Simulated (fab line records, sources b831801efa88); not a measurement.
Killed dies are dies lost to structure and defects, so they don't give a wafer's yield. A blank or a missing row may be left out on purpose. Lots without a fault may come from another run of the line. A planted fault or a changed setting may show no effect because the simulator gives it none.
Which tool did it? | flow sky130 | 10 lots, 30 wafers sampled, at 4 steps of a route of 708

WHAT THE GAUGES READ, wafer by wafer
SKY_VT_ADJUST_HVTP_CD_MEAS_07: target cd 380 nm.
lot  | measured     | on        | cd_nm (nm)
L971 | day 6 06:58  | cd_sem-02 | 383.4 381.2 379.6
L975 | day 7 10:28  | cd_sem-02 | 378.3 377.6 377.1
L985 | day 10 01:38 | cd_sem-01 | - - -
L986 | day 10 05:18 | cd_sem-02 | - - -
L987 | day 10 11:08 | cd_sem-01 | - - -
L988 | day 10 17:11 | cd_sem-01 | 380.8 382.2 384.1
L990 | day 11 05:47 | cd_sem-01 | 378.0 378.2 379.1
L991 | day 11 10:47 | cd_sem-02 | 375.9 375.2 375.0
L992 | day 12 01:05 | cd_sem-01 | 376.8 375.9 378.8
L993 | day 12 05:53 | cd_sem-02 | 379.4 379.0 380.6

WHICH TOOL RAN EACH LOT (tool, then ch and the chambers of the sampled wafers, then the start)
lot  | SKY_NWELL_STRIP_25                   | SKY_NWELL_RTA_28                 | SKY_VT_ADJUST_HVTP_COAT_02
L971 | plasma_asher-03 ch 0,1, day 5 13:01  | rtp_anneal-02 ch 0, day 5 13:14  | litho_track-03 ch 0, day 5 21:42
L975 | plasma_asher-03 ch 0,1, day 6 14:17  | rtp_anneal-02 ch 0, day 6 14:31  | litho_track-01 ch 0, day 7 00:28
L985 | plasma_asher-03 ch 0,1, day 9 03:22  | rtp_anneal-02 ch 0, day 9 03:35  | litho_track-01, day 9 14:34
L986 | plasma_asher-02 ch 0,1, day 9 07:04  | rtp_anneal-01 ch 0, day 9 07:17  | litho_track-01, day 9 18:38
L987 | plasma_asher-01 ch 0,1, day 9 13:10  | rtp_anneal-02 ch 0, day 9 13:23  | litho_track-03, day 10 00:09
L988 | plasma_asher-01 ch 0,1, day 9 18:42  | rtp_anneal-01 ch 0, day 9 18:56  | litho_track-03 ch 0, day 10 05:24
L990 | plasma_asher-03 ch 0,1, day 10 05:58 | rtp_anneal-02 ch 0, day 10 06:12 | litho_track-02 ch 0, day 10 17:45
L991 | plasma_asher-01 ch 0,1, day 10 10:51 | rtp_anneal-01 ch 0, day 10 11:05 | litho_track-01 ch 0, day 10 22:56
L992 | plasma_asher-03 ch 1, day 11 01:10   | rtp_anneal-01 ch 0, day 11 01:23 | litho_track-03 ch 0, day 11 13:06
L993 | plasma_asher-02 ch 0, day 11 06:19   | rtp_anneal-02 ch 0, day 11 06:32 | litho_track-02 ch 0, day 11 18:33
- SKY_NWELL_STRIP_25: strips in O2/N2.
- SKY_NWELL_RTA_28: time 30 s.
- SKY_VT_ADJUST_HVTP_COAT_02: resist thk 1140 nm.

THE ANSWER, worked out from the rows above alone
Rule: what is usual is taken from the lots themselves. Put in order of their means at a reading, lots are off if they are a third of the lots or fewer, leave a main group of 4 or more, and stand apart from it by a gap of 3 or more times the standard deviation of the main group's means; of several such gaps the widest counts. A main group whose means are all the same, to the digits that the tables above print for the reading, isn't used. A lot without any number at a reading at which 4 lots or more have one is off too. The other lots that the step has rows for count as sound.
Off: L985, L986, L987, at SKY_VT_ADJUST_HVTP_CD_MEAS_07 (cd_nm). Without a number there: L985, L986, L987. The main group: mean 378.9 nm, standard deviation 2.3.
A tool fits if, at a process step before that reading, it ran every lot that is off, and no sound lot after the first of them. The gauges at SKY_VT_ADJUST_HVTP_CD_MEAS_07 are tried like those tools. None of those tried fits.

WHAT THE SIMULATOR HAD PUT IN
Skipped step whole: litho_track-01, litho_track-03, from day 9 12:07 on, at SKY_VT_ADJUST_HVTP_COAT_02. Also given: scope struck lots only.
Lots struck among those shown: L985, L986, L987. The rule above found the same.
